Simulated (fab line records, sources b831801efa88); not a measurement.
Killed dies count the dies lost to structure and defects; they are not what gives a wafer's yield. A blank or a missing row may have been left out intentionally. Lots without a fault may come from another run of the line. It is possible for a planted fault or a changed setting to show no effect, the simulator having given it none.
2 desks, one fault	flow gf180mcu	only its own numbers are on each desk; what lay behind them is given at the end

THE TOOL OWNER'S DESK: implanter-01
For each lot that ran on this tool, the mean over its sampled wafers that have a number, from the tool's own readings at GF_MVSD_IMPLANT_09. Any lot whose mean is over 4 standard deviations away from the usual mean is out of limits and marked OUT; that distance is given in the brackets.
Columns: A = end-station-pressure-torr at GF_MVSD_IMPLANT_09, usual 5.01e-06 Torr; B = tilt-deg at GF_MVSD_IMPLANT_09, usual 0.001 degrees
lot	first seen here	A	B
L339	day 5 09:01	5.17e-06	0.007
L341	day 5 21:07	4.93e-06	0.001
L356	day 9 14:50	5.24e-06	4.505 (+99 or more) OUT
L357	day 10 03:39	4.85e-06	4.508 (+99 or more) OUT
Finding of this desk: L356, L357 out of limits; the first was L356 at day 9 14:50, on tilt-deg at GF_MVSD_IMPLANT_09. Within limits: L339, L341.

AT THE METROLOGY DESK
What the gauges read for every lot (on any tool): the sampled wafers with a number, averaged. Any lot whose mean is over 4 standard deviations away from the usual mean is out of limits and marked OUT; that distance is given in the brackets.
Columns: A = LVPWELL_TW at GF_LVPWELL_TW_MEAS_11, usual 558; B = MVSD_OVL at GF_MVSD_OVL_MEAS_07, usual 1.2 nm
lot	first seen here	A	B
L339	day 4 18:45	560	-1.1
L341	day 5 07:00	562	0.6
L347	day 6 16:41	565	2.2
L356	day 8 21:17	561	2.2
L357	day 9 09:28	552	2.1
L358	day 9 10:41	560	0.1
Result from this desk: across the 6 lots, nothing is out of limits.

ALL TOGETHER
The tool owner's desk could have raised an alarm at day 9 14:50, on L356, L357.
At the metrology desk, nothing out of limits was observed.
The metrology desk holds a record of L356, L357, inside its limits.
The lots listed all ran GF_MVSD_IMPLANT_09 on implanter-01.

WHAT WAS PUT IN BY THE SIMULATOR
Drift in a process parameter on implanter-01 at GF_MVSD_IMPLANT_09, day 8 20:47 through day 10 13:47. The setting tilt-deg was moved by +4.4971, starting from 0. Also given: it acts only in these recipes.
Struck lots among those shown: L356, L357.
Hours from the fault's start to each desk's first reading out of limits: the tool owner's desk, 18.
